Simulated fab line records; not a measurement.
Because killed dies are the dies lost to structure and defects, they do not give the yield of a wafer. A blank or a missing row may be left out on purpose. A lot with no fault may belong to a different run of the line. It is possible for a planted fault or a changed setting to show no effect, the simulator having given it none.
Code-filled problem report in 8D (eight disciplines) form | flow sky130 | the parts of the form that need people (team, actions taken, sign-off) are left out

## 1. WHAT WENT WRONG
At SKY_FIELD_ISO_WET_ETCH_28, temp c averages 35.62 C over 6 wafers from 2 lots, while fault-free wafers read 24.98 C, standard deviation 0.11. Measured from the usual mean, that is +97 standard deviations.
The step: etches SiO2 in dHF, target depth 23.7 nm, time 47 s.
Earliest sighting: wafer L151.2 on wet bench-03 at day 4 01:30. The record holds 18 wafers of 6 lots with a number at this step. By rule, "out" or "out of limits" means more than 4 standard deviations away from the usual mean. The other wafers with a number count as sound.

## 2. WHAT IT IS, WHAT IT ISN'T
question                    | is                         | is not
which readings at this step | temp c, bath heat duty pct | -
which lots                  | L151, L153                 | L144, L148, L160, L165
which wafers of those lots  | all that have a number     | -
read on which tools         | wet bench-03               | wet bench-04
when                        | from day 4 01:30           | up to then (6 sound wafers); but 6 sound wafers of L160, L165 came after

## 3. WHAT RULES OUT EACH SUSPECT
Counting: a tool stays on the suspect list if, at a process step up to the reading, it processed all lots that are out and no sound lot following the first of them.
- plasma asher-03 at SKY_FIELD_ISO_STRIP_16 (strips in O2/N2): kept. It processed each lot that is out, first L151 at day 3 21:16, and no sound lot thereafter; up to then, the last sound lot it processed was L144 at day 2 11:14.
- cmp-01 at SKY_FIELD_ISO_CMP_27 (polishes, stops on Si3N4, t overpolish 16 s, target thk 457.8 nm): ruled out as a lasting fault. The sound lots L165 went through it after L151, its earliest lot that is out (day 4 01:15).
- wet bench-03 at SKY_FIELD_ISO_WET_ETCH_28 (etches SiO2 in dHF, target depth 23.7 nm, time 47 s): kept. It processed each lot that is out, first L151 at day 4 01:30, and no sound lot thereafter; up to then, the last sound lot it processed was L148 at day 3 13:20. Its own bath heat duty pct, temp c readings are out on those wafers.
Left after counting: plasma asher-03 at SKY_FIELD_ISO_STRIP_16, wet bench-03 at SKY_FIELD_ISO_WET_ETCH_28.

## 4. THE CAUSE (what the simulator had put in)
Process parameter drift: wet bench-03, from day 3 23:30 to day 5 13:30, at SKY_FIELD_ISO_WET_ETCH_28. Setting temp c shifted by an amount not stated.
After counting, 2 suspects remain, this tool included.

## 5. THE EFFECT CHAIN, in route order
Each row: a reading where the mean over the struck wafers with a number is more than 3 standard deviations away from the usual. Readings are gone through only where the record gives a usual standard deviation; hours: the median, over the lots, of the time from a lot's start at the first step in this table giving one to that lot's start at this step; sigmas: the change measured in usual standard deviations.
hours | step                      | reading            | usual   | on struck wafers | change | sigmas
0     | SKY_FIELD_ISO_WET_ETCH_28 | bath heat duty pct | 6.6 %   | 26.4             | +19.8  | +24
0     | SKY_FIELD_ISO_WET_ETCH_28 | temp c             | 24.98 C | 35.62            | +10.64 | +97
The process steps in it:
- SKY_FIELD_ISO_WET_ETCH_28: etches SiO2 in dHF, target depth 23.7 nm, time 47 s.
Later measuring or inspecting steps at which every struck wafer that the step has a row for has a number for every such reading, and none has moved that far: SKY_NWELL_THK_MEAS_02, SKY_DNWELL_TW_MEAS_09, SKY_PWDE_OVL_MEAS_07, SKY_PWDE_TW_MEAS_10.

## 6. HOW IT WOULD HAVE BEEN CAUGHT EARLIER
The fault began at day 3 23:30; the first out-of-limits reading in this record came at day 4 01:30, 2 hours later.
